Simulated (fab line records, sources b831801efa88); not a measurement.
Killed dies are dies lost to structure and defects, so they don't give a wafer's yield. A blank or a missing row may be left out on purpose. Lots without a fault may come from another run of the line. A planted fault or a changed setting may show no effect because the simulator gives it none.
fab line records | flow sky130
record lots=24 wafers=72 last_day=50
route steps=708 shown LI_CONTACT@382 LOCAL_INTERCONNECT@401 VIA1@459 METAL2@487
lots that met no fault: from a run of the same line without faults
start_h: hours from the record's first day to the start of the lot's first wafer shown | wait_h: hours since the lot's step before | " the same as in the row above | L1.1+2: a row that stands for several wafers | - no value, or no start given | * or withheld: withheld | < > ~ a bound
route shown NAME@n: a module of which the file shows steps, and the number in the route of the first | usual: mean/standard deviation of fault-free wafers | same: alike in all rows | chamber/n: place in a boat | sites: the reading at each site | _std_site: their standard deviation | _edge_site: outer sites' mean less inner sites' | radius_mm: how far each site lies from the wafer's centre | mask NAME#n: copy n | behind: the tool/chamber that last shaped the wafer | hold: why the lot was held/for how many hours/how that ended | device: the transistor (n, p or np) that didn't switch | end of line: the same wafers' tests at the end of the route | a step without rows: its recipe alone | killed: dies lost to structure and defects at the first sort, not the wafer's yield | map: a wafer's dies, x killed, . not, _ none there
set.NAME: the setting as run; set.NAME@STEP: as run at that earlier step | model.NAME: the simulator's own value behind a step, which no gauge read
steps of the route over a sample of lots; a table a step, a row a wafer
services: from which hour (start_h, from the record's first day; less than 0 if before it) a tool's chamber was out of use, for how many hours, and why
## steps
# step SKY_LI_CONTACT_SPUTTER_20
# recipe material=TiN target_thk_nm=20 chamber_pressure_pa=5 power_w=4000 time_s=80
# usual throttle_valve_pct=30.2/0.7
# columns lot.wafer tool chamber start_h wait_h throttle_valve_pct
L074.1 pvd_sputter-04 - 678.79 0.0 30.2
L074.2 " - " " 31.1
L074.4 " - " " 29.6
L075.2 pvd_sputter-01 - 683.60 0.0 29.9
L075.3 " - " " 30.2
L075.4 " - " " 30.3
L076.1 pvd_sputter-01 - 696.86 0.0 29.8
L076.2 " - " " 30.4
L076.6 " - " " 30.7
L077.1 pvd_sputter-04 - 720.15 0.0 30.1
L077.3 " - " " 29.6
L077.6 " - " " 31.2
L078.1 pvd_sputter-04 - 729.34 0.0 31.4
L078.5 " - " " 31.2
L078.6 " - " " 30.2
L079.3 pvd_sputter-02 - 740.25 0.0 30.0
L079.5 " - " " 30.6
L079.6 " - " " 30.0
L081.2 pvd_sputter-01 - 748.34 0.0 30.2
L081.4 " - " " 29.8
L081.6 " - " " 30.6
L080.4 pvd_sputter-01 - 749.50 0.0 30.1
L080.5 " - " " 30.4
L080.6 " - " " 30.2
L082.4 pvd_sputter-02 - 765.23 0.0 28.7
L082.5 " - " " 28.7
L082.6 " - " " 31.1
L084.1 pvd_sputter-01 - 769.44 0.0 30.6
L084.4 " - " " 30.3
L084.6 " - " " 30.3
L083.1 pvd_sputter-04 - 775.10 0.0 29.4
L083.2 " - " " 30.2
L083.5 " - " " 30.3
L085.3 pvd_sputter-02 - 776.50 0.0 31.1
L085.4 " - " " 30.3
L085.6 " - " " 30.0
L086.3 pvd_sputter-02 - 782.45 0.0 30.2
L086.5 " - " " 31.0
L086.6 " - " " 30.0
L087.2 pvd_sputter-04 - 804.05 0.0 30.1
L087.3 " - " " 29.9
L087.6 " - " " 31.1
L088.1 pvd_sputter-02 - 805.56 0.0 30.4
L088.2 " - " " 30.2
L088.4 " - " " 31.0
L089.1 pvd_sputter-01 - 810.13 0.0 30.7
L089.2 " - " " 30.0
L089.5 " - " " 29.8
L090.2 pvd_sputter-02 - 814.80 0.0 30.5
L090.4 " - " " 29.9
L090.5 " - " " 31.2
L091.1 pvd_sputter-04 - 815.88 0.0 30.3
L091.4 " - " " 29.5
L091.5 " - " " 31.2
L092.1 pvd_sputter-01 - 819.42 0.0 30.6
L092.3 " - " " 30.4
L092.4 " - " " 30.1
L093.1 pvd_sputter-02 - 832.10 0.0 28.6
L093.2 " - " " 30.2
L093.6 " - " " 28.4
L094.1 pvd_sputter-02 - 838.89 0.0 30.5
L094.5 " - " " 30.1
L094.6 " - " " 31.0
L095.1 pvd_sputter-04 - 851.94 0.0 29.5
L095.3 " - " " 30.0
L095.6 " - " " 30.2
L096.1 pvd_sputter-01 - 852.56 0.0 30.7
L096.5 " - " " 29.9
L096.6 " - " " 30.6
L097.2 pvd_sputter-02 - 853.59 0.0 30.5
L097.5 " - " " 28.6
L097.6 " - " " 30.9
# step SKY_LOCAL_INTERCONNECT_METAL_ETCH_14
# recipe target_depth_nm=110 stop_on=PSG chemistry=Cl2/BCl3 target=TiN resist_sidewall_deg=88 pressure_mtorr=10 icp_w=900 bias_w=48.5 Cl2_flow_sccm=60 bcl3_flow_sccm=30 time_s=31.4
# usual drypump_motor_current_A=5.6/0.64 oes_product_au=0.941/0.0094 throttle_valve_pct=21.902/0.011
# columns lot.wafer tool chamber start_h wait_h drypump_motor_current_A oes_product_au rf_hours_counter_h throttle_valve_pct
L074.1 rie_metal-02 1 708.16 0.0 5.1 0.942 11 21.891
L074.2 " 0 " " 6.8 0.943 7 21.904
L074.4 " 0 " " 6.8 0.940 - 21.911
L075.2 rie_metal-04 0 712.10 0.0 5.7 0.937 4 21.897
L075.3 " 0 " " 5.7 0.953 - 21.895
L075.4 " 1 " " 5.1 0.943 - 21.902
L076.1 rie_metal-02 1 724.96 0.0 5.1 0.951 12 21.900
L076.2 " 0 " " 6.8 0.949 7 21.892
L076.6 " 0 " " 6.8 0.962 - 21.885
L077.1 rie_metal-03 0 749.78 0.1 6.1 0.921 12 21.894
L077.3 " 0 " " 6.1 0.931 - 21.913
L077.6 " 0 " " 6.1 0.922 - 21.903
L078.1 rie_metal-02 1 758.52 0.1 5.1 0.942 13 21.894
L078.5 " 1 " " 5.1 0.943 - 21.895
L078.6 " 1 " " 5.0 0.942 - 21.897
L079.3 rie_metal-04 1 768.37 0.0 5.0 0.951 - 21.886
L079.5 " 0 " " 5.7 0.952 - 21.900
L079.6 " 1 " " 5.0 0.939 - 21.897
L081.2 rie_metal-02 1 776.50 0.1 5.1 0.957 - 21.893
L081.4 " 1 " " 5.1 0.943 - 21.898
L081.6 " 1 " " 5.0 0.942 - 21.907
L080.4 rie_metal-04 1 777.87 0.0 5.0 0.935 - 21.915
L080.5 " 1 " " 5.1 0.934 - 21.914
L080.6 " 0 " " 5.7 0.938 - 21.901
L082.4 rie_metal-02 1 792.93 0.0 5.1 0.959 - 21.877
L082.5 " 1 " " 5.1 0.954 - 21.888
L082.6 " 0 " " 6.7 0.962 - 21.883
L084.1 rie_metal-04 1 797.27 0.0 5.1 0.949 11 21.894
L084.4 " 0 " " 5.7 0.945 - 21.914
L084.6 " 0 " " 5.7 0.935 - 21.909
L083.1 rie_metal-04 0 801.85 0.0 5.7 0.936 8 21.919
L083.2 " 1 " " 5.0 0.940 11 21.888
L083.5 " 1 " " 5.1 0.936 - 21.913
L085.3 rie_metal-02 0 804.32 0.0 6.8 0.939 - 21.908
L085.4 " 1 " " 5.1 0.948 - 21.903
L085.6 " 1 " " 5.0 0.945 - 21.897
L086.3 rie_metal-03 0 809.98 0.0 6.0 0.935 - 21.897
L086.5 " 1 " " 5.1 0.935 - 21.900
L086.6 " 0 " " 6.0 0.932 - 21.899
L087.2 rie_metal-04 1 829.41 0.0 5.0 0.934 13 21.907
L087.3 " 0 " " 5.8 0.937 - 21.895
L087.6 " 1 " " 5.0 0.944 - 21.904
L088.1 rie_metal-03 0 832.01 0.0 6.0 0.937 14 21.899
L088.2 " 1 " " 5.2 0.929 2 21.910
L088.4 " 1 " " 5.2 0.939 - 21.928
L089.1 rie_metal-04 0 837.26 0.0 5.7 0.925 8 21.918
L089.2 " 1 " " 5.0 0.936 13 21.903
L089.5 " 0 " " 5.7 0.937 - 21.892
L090.2 rie_metal-02 0 841.31 0.0 6.8 0.925 11 21.917
L090.4 " 1 " " 5.1 0.923 - 21.915
L090.5 " 1 " " 5.0 0.939 - 21.908
L091.1 rie_metal-03 1 842.86 0.1 5.2 0.931 2 21.909
L091.4 " 1 " " 5.2 0.942 - 21.901
L091.5 " 1 " " 5.2 0.930 - 21.915
L092.1 rie_metal-02 1 846.72 0.0 5.1 0.939 18 21.895
L092.3 " 0 " " 6.8 0.937 - 21.903
L092.4 " 1 " " 5.1 0.950 - 21.901
L093.1 rie_metal-03 0 859.25 0.0 6.1 0.932 0 21.906
L093.2 " 1 " " 5.2 0.938 4 21.898
L093.6 " 0 " " 6.0 0.928 - 21.912
L094.1 rie_metal-03 0 865.61 0.0 6.1 0.954 0 21.903
L094.5 " 1 " " 5.1 0.953 - 21.890
L094.6 " 0 " " 6.1 0.942 - 21.889
L095.1 rie_metal-02 0 879.28 0.1 6.8 0.958 12 21.899
L095.3 " 0 " " 6.8 0.953 - 21.893
L095.6 " 0 " " 6.8 0.953 - 21.880
L096.1 rie_metal-04 0 879.57 0.0 5.8 0.937 10 21.908
L096.5 " 1 " " 5.0 0.936 - 21.902
L096.6 " 0 " " 5.8 0.928 - 21.934
L097.2 rie_metal-03 0 881.51 0.0 6.1 0.941 1 21.901
L097.5 " 0 " " 6.1 0.944 - 21.902
L097.6 " 1 " " 5.2 0.939 - 21.909
# step SKY_VIA1_THK_MEAS_01
# recipe reads=SiO2_of_VIA1_HDPCVD_00
# usual VIA1_HDPCVD_THK=1031/8.9
# columns lot.wafer tool chamber start_h wait_h VIA1_HDPCVD_THK[nm]
L074.1 film_metro-03 - 767.34 0.1 1032
L074.2 " - " " 1021
L074.4 " - " " 1020
L075.2 film_metro-04 - 772.24 0.1 1027
L075.3 " - " " 1043
L075.4 " - " " 1032
L076.1 film_metro-04 - 783.26 0.1 1018
L076.2 " - " " 1022
L076.6 " - " " 1030
L077.1 film_metro-04 - 808.34 0.1 1031
L077.3 " - " " 1045
L077.6 " - " " 1025
L078.1 film_metro-04 - 815.99 0.1 1033
L078.5 " - " " 1023
L078.6 " - " " 1031
L079.3 film_metro-04 - 825.00 0.1 1032
L079.5 " - " " 1024
L079.6 " - " " 1051
L081.2 film_metro-04 - 832.50 0.1 1048
L081.4 " - " " 1049
L081.6 " - " " 1050
L080.4 film_metro-02 - 834.28 0.0 1044
L080.5 " - " " 1028
L080.6 " - " " 1030
L082.4 film_metro-04 - 850.22 0.0 1041
L082.5 " - " " 1040
L082.6 " - " " 1039
L084.1 film_metro-04 - 853.30 0.1 1031
L084.4 " - " " 1028
L084.6 " - " " 1037
L083.1 film_metro-03 - 856.44 0.1 1023
L083.2 " - " " 1026
L083.5 " - " " 1028
L085.3 film_metro-03 - 859.93 0.1 1020
L085.4 " - " " 1008
L085.6 " - " " 1028
L086.3 film_metro-03 - 865.46 0.1 1033
L086.5 " - " " 1024
L086.6 " - " " 1037
L087.2 film_metro-04 - 885.97 0.1 1023
L087.3 " - " " 1022
L087.6 " - " " 1019
L088.1 film_metro-04 - 887.77 0.1 1021
L088.2 " - " " 1025
L088.4 " - " " 1029
L089.1 film_metro-04 - 892.54 0.1 1039
L089.2 " - " " 1037
L089.5 " - " " 1031
L090.2 film_metro-04 - 897.61 0.1 1037
L090.4 " - " " 1047
L090.5 " - " " 1039
L091.1 film_metro-03 - 898.74 0.1 1012
L091.4 " - " " 1020
L091.5 " - " " 1015
L092.1 film_metro-04 - 902.41 0.1 1032
L092.3 " - " " 1032
L092.4 " - " " 1028
L093.1 film_metro-04 - 914.90 0.1 1031
L093.2 " - " " 1034
L093.6 " - " " 1022
L094.1 film_metro-02 - 921.01 0.1 1046
L094.5 " - " " 1045
L094.6 " - " " 1032
L095.1 film_metro-03 - 934.09 0.1 1028
L095.3 " - " " 1014
L095.6 " - " " 1023
L096.1 film_metro-02 - 934.92 0.1 1034
L096.5 " - " " 1035
L096.6 " - " " 1040
L097.2 film_metro-04 - 936.34 0.1 1028
L097.5 " - " " 1024
L097.6 " - " " 1039
# step SKY_METAL2_SPUTTER_04
# recipe material=TiN target_thk_nm=70 power_w=6500 time_s=59.24 chamber_pressure_pa=0.4
# usual throttle_valve_pct=30.4/0.58
# columns lot.wafer tool chamber start_h wait_h throttle_valve_pct
L074.1 pvd_sputter-01 - 795.73 0.0 30.5
L074.2 " - " " 30.5
L074.4 " - " " 30.1
L075.2 pvd_sputter-03 - 800.88 0.0 30.6
L075.3 " - " " 31.1
L075.4 " - " " 31.0
L076.1 pvd_sputter-01 - 811.68 0.0 30.2
L076.2 " - " " 30.4
L076.6 " - " " 30.3
L077.1 pvd_sputter-03 - 836.79 0.0 30.8
L077.3 " - " " 31.2
L077.6 " - " " 31.1
L078.1 pvd_sputter-04 - 843.52 0.0 30.2
L078.5 " - " " 29.4
L078.6 " - " " 30.3
L079.3 pvd_sputter-04 - 853.19 0.0 29.5
L079.5 " - " " 29.6
L079.6 " - " " 30.0
L081.2 pvd_sputter-01 - 860.24 0.0 30.8
L081.4 " - " " 29.8
L081.6 " - " " 30.4
L080.4 pvd_sputter-04 - 861.92 0.0 30.0
L080.5 " - " " 30.1
L080.6 " - " " 29.7
L082.4 pvd_sputter-01 - 878.51 0.0 30.3
L082.5 " - " " 30.6
L082.6 " - " " 30.3
L084.1 pvd_sputter-03 - 881.32 0.0 30.9
L084.4 " - " " 31.4
L084.6 " - " " 31.5
L083.1 pvd_sputter-01 - 883.97 0.0 30.4
L083.2 " - " " 29.8
L083.5 " - " " 30.4
L085.3 pvd_sputter-01 - 887.90 0.0 30.2
L085.4 " - " " 29.8
L085.6 " - " " 30.1
L086.3 pvd_sputter-03 - 893.70 0.0 29.7
L086.5 " - " " 31.3
L086.6 " - " " 31.6
L087.2 pvd_sputter-03 - 913.57 0.0 29.9
L087.3 " - " " 30.8
L087.6 " - " " 29.9
L088.1 pvd_sputter-01 - 915.17 0.0 30.6
L088.2 " - " " 30.6
L088.4 " - " " 29.9
L089.1 pvd_sputter-03 - 919.92 0.0 29.9
L089.2 " - " " 31.3
L089.5 " - " " 30.8
L090.2 pvd_sputter-03 - 924.55 0.0 31.6
L090.4 " - " " 30.8
L090.5 " - " " 29.9
L091.1 pvd_sputter-04 - 926.20 0.0 31.2
L091.4 " - " " 29.5
L091.5 " - " " 30.0
L092.1 pvd_sputter-03 - 928.43 0.0 31.4
L092.3 " - " " 31.4
L092.4 " - " " 30.7
L093.1 pvd_sputter-01 - 941.85 0.0 30.2
L093.2 " - " " 30.5
L093.6 " - " " 30.5
L094.1 pvd_sputter-03 - 947.94 0.0 31.1
L094.5 " - " " 30.7
L094.6 " - " " 31.2
L095.1 pvd_sputter-01 - 959.69 0.0 29.8
L095.3 " - " " 30.4
L095.6 " - " " 30.0
L096.1 pvd_sputter-04 - 961.24 0.0 30.1
L096.5 " - " " 30.0
L096.6 " - " " 31.2
L097.2 pvd_sputter-04 - 962.31 0.0 31.2
L097.5 " - " " 30.1
L097.6 " - " " 31.2
# step SKY_METAL2_CD_MEAS_15
# recipe target_cd_nm=140
# usual cd_nm=138.8/1.7
# columns lot.wafer tool chamber start_h wait_h cd_nm
L074.1 cd_sem-02 - 821.94 - 139.4
L074.2 " - " " 138.9
L074.4 " - " " 139.5
L075.2 cd_sem-02 - 826.75 - 143.6
L075.3 " - " " 142.5
L075.4 " - " " 142.0
L076.1 cd_sem-02 - 837.39 - 140.2
L076.2 " - " " 138.2
L076.6 " - " " 137.8
L077.1 cd_sem-02 - 863.24 - 137.5
L077.3 " - " " 139.2
L077.6 " - " " 139.7
L078.1 cd_sem-01 - 869.48 - 138.6
L078.5 " - " " 137.7
L078.6 " - " " 138.7
L079.3 cd_sem-02 - 879.18 - 138.4
L079.5 " - " " 138.9
L079.6 " - " " 138.5
L081.2 cd_sem-01 - 886.36 - 136.9
L081.4 " - " " 137.6
L081.6 " - " " 136.9
L080.4 cd_sem-02 - 888.05 - 137.9
L080.5 " - " " 137.9
L080.6 " - " " 138.8
L082.4 cd_sem-02 - 904.50 - 138.9
L082.5 " - " " 140.5
L082.6 " - " " 140.1
L084.1 cd_sem-02 - 907.48 - 138.6
L084.4 " - " " 139.4
L084.6 " - " " 139.4
L083.1 cd_sem-01 - 910.03 - 141.7
L083.2 " - " " 141.0
L083.5 " - " " 140.7
L085.3 cd_sem-02 - 913.68 - 137.1
L085.4 " - " " 138.4
L085.6 " - " " 136.0
L086.3 cd_sem-01 - 918.79 - 135.4
L086.5 " - " " 137.4
L086.6 " - " " 136.9
L087.2 cd_sem-02 - 938.56 - 139.5
L087.3 " - " " 141.2
L087.6 " - " " 139.4
L088.1 cd_sem-02 - 940.05 - 136.4
L088.2 " - " " 138.2
L088.4 " - " " 136.9
L089.1 cd_sem-01 - 944.93 - 141.8
L089.2 " - " " 140.2
L089.5 " - " " 140.3
L090.2 cd_sem-01 - 948.66 - 140.5
L090.4 " - " " 137.0
L090.5 " - " " 139.4
L091.1 cd_sem-01 - 951.13 - 136.6
L091.4 " - " " 136.0
L091.5 " - " " 137.8
L092.1 cd_sem-02 - 953.03 - 139.4
L092.3 " - " " 139.6
L092.4 " - " " 140.1
L093.1 cd_sem-01 - 966.00 - 137.1
L093.2 " - " " 137.1
L093.6 " - " " 138.2
L094.1 cd_sem-01 - 971.74 - 140.9
L094.5 " - " " 141.3
L094.6 " - " " 141.3
L095.1 cd_sem-01 - 983.50 - 137.4
L095.3 " - " " 136.8
L095.6 " - " " 137.5
L096.1 cd_sem-02 - 984.18 - 136.8
L096.5 " - " " 136.5
L096.6 " - " " 137.3
L097.2 cd_sem-02 - 985.71 - 139.3
L097.5 " - " " 139.8
L097.6 " - " " 139.1
# step SKY_METAL2_STRIP_20
# recipe chemistry=O2/N2 power_w=1400 pressure_mtorr=1500 platen_temp_c=withheld o2_flow_sccm=3000 n2_flow_sccm=300 overash_fraction=0.5
# usual drypump_motor_current_A=5.75/0.19 oes_product_au=0.343/0.0049 strip_time_to_endpoint_s=2.70/0.041
# columns lot.wafer tool chamber start_h wait_h drypump_motor_current_A oes_product_au rf_hours_counter_h strip_time_to_endpoint_s
L074.1 plasma_asher-03 0 822.28 0.1 6.07 0.338 67 2.65
L074.2 " 1 " " 5.56 0.345 67 2.70
L074.4 " 0 " " 6.07 0.334 - 2.66
L075.2 plasma_asher-03 1 827.07 0.1 5.55 0.339 68 2.71
L075.3 " 1 " " 5.53 0.347 - 2.73
L075.4 " 0 " " 6.02 0.344 - 2.70
L076.1 plasma_asher-02 1 837.73 0.1 5.89 0.347 104 2.73
L076.2 " 0 " " 5.54 0.346 104 2.68
L076.6 " 0 " " 5.53 0.352 - 2.71
L077.1 plasma_asher-04 0 863.58 0.1 5.70 0.347 43 2.70
L077.3 " 0 " " 5.73 0.346 - 2.68
L077.6 " 0 " " 5.71 0.341 - 2.70
L078.1 plasma_asher-02 1 870.01 0.1 5.88 0.351 108 2.73
L078.5 " 0 " " 5.52 0.350 - 2.73
L078.6 " 1 " " 5.87 0.342 - 2.73
L079.3 plasma_asher-04 0 879.51 0.1 5.74 0.346 - 2.65
L079.5 " 0 " " 5.74 0.345 - 2.71
L079.6 " 1 " " 5.80 0.344 - 2.69
L081.2 plasma_asher-04 0 886.86 0.1 5.71 0.336 45 2.68
L081.4 " 0 " " 5.69 0.341 - 2.70
L081.6 " 1 " " 5.80 0.339 - 2.68
L080.4 plasma_asher-04 0 888.55 0.1 5.71 0.338 - 2.63
L080.5 " 0 " " 5.71 0.334 - 2.59
L080.6 " 1 " " 5.80 0.343 - 2.62
L082.4 plasma_asher-03 1 904.81 0.1 5.54 0.346 - 2.69
L082.5 " 0 " " 6.05 0.343 - 2.70
L082.6 " 1 " " 5.56 0.344 - 2.73
L084.1 plasma_asher-02 1 907.82 0.1 5.86 0.345 112 2.67
L084.4 " 0 " " 5.51 0.343 - 2.69
L084.6 " 0 " " 5.53 0.343 - 2.66
L083.1 plasma_asher-02 1 910.37 0.1 5.88 0.350 112 2.72
L083.2 " 0 " " 5.55 0.349 112 2.75
L083.5 " 0 " " 5.54 0.345 - 2.70
L085.3 plasma_asher-02 1 914.01 0.1 5.86 0.344 - 2.71
L085.4 " 0 " " 5.54 0.348 - 2.70
L085.6 " 0 " " 5.53 0.345 - 2.68
L086.3 plasma_asher-02 0 919.12 0.1 5.53 0.351 - 2.69
L086.5 " 0 " " 5.51 0.337 - 2.75
L086.6 " 1 " " 5.94 0.344 - 2.71
L087.2 plasma_asher-03 0 938.88 0.1 6.04 0.351 78 2.71
L087.3 " 1 " " 5.55 0.337 - 2.67
L087.6 " 0 " " 6.03 0.339 - 2.73
L088.1 plasma_asher-02 1 940.39 0.1 5.92 0.344 115 2.76
L088.2 " 0 " " 5.53 0.347 115 2.71
L088.4 " 0 " " 5.52 0.345 - 2.74
L089.1 plasma_asher-04 1 945.27 0.1 5.81 0.345 51 2.70
L089.2 " 0 " " 5.66 0.348 51 2.77
L089.5 " 0 " " 5.70 0.346 - 2.74
L090.2 plasma_asher-02 0 948.98 0.1 5.53 0.339 116 2.67
L090.4 " 1 " " 5.88 0.340 - 2.71
L090.5 " 1 " " 5.86 0.341 - 2.71
L091.1 plasma_asher-02 1 951.47 0.1 5.91 0.346 116 2.76
L091.4 " 0 " " 5.54 0.342 - 2.71
L091.5 " 0 " " 5.52 0.341 - 2.75
L092.1 plasma_asher-03 1 953.37 0.1 5.53 0.341 80 2.69
L092.3 " 0 " " 6.05 0.339 - 2.65
L092.4 " 1 " " 5.56 0.341 - 2.71
L093.1 plasma_asher-03 0 966.34 0.1 6.03 0.348 81 2.66
L093.2 " 1 " " 5.56 0.341 81 2.62
L093.6 " 1 " " 5.57 0.338 - 2.64
L094.1 plasma_asher-04 1 972.08 0.1 5.80 0.344 54 2.62
L094.5 " 0 " " 5.73 0.338 - 2.61
L094.6 " 1 " " 5.82 0.344 - 2.65
L095.1 plasma_asher-02 0 983.84 0.1 5.53 0.347 119 2.75
L095.3 " 0 " " 5.54 0.334 - 2.77
L095.6 " 0 " " 5.54 0.343 - 2.75
L096.1 plasma_asher-02 1 984.52 0.1 5.88 0.346 120 2.68
L096.5 " 0 " " 5.53 0.334 - 2.65
L096.6 " 1 " " 5.88 0.340 - 2.64
L097.2 plasma_asher-03 1 986.03 0.1 5.54 0.335 83 2.68
L097.5 " 0 " " 6.03 0.347 - 2.69
L097.6 " 1 " " 5.56 0.349 - 2.70
## services
# columns tool chamber start_h hours kind
pvd_sputter-01 0 657.19 - consumable_replace:kit
pvd_sputter-01 0 657.19 18.0 scheduled_down
pvd_sputter-01 0 657.19 18.0 vent_cycle
rie_metal-03 - 728.78 2.8 pm
pvd_sputter-04 - 732.88 4.7 repair
rie_metal-02 0 752.32 29.4 repair
rie_metal-03 - 758.54 44.9 repair
pvd_sputter-03 - 781.45 1.9 repair
plasma_asher-03 - 799.71 1.4 repair
rie_metal-02 - 808.40 2.8 pm
pvd_sputter-03 - 808.71 5.2 repair
rie_metal-04 0 821.17 6.3 repair
pvd_sputter-03 - 841.87 4.8 repair
plasma_asher-03 - 845.24 0.6 repair
pvd_sputter-01 3 860.29 - consumable_replace:kit
rie_metal-04 - 887.94 1.4 pm
pvd_sputter-01 - 895.84 12.0 repair
pvd_sputter-01 - 942.08 3.2 repair
pvd_sputter-04 - 943.85 4.6 repair
plasma_asher-02 - 950.47 0.4 repair
plasma_asher-03 - 955.74 1.0 repair
plasma_asher-03 - 958.38 2.8 pm
pvd_sputter-04 - 964.83 0.5 repair
rie_metal-04 0 978.12 3.9 repair
## key
fault none
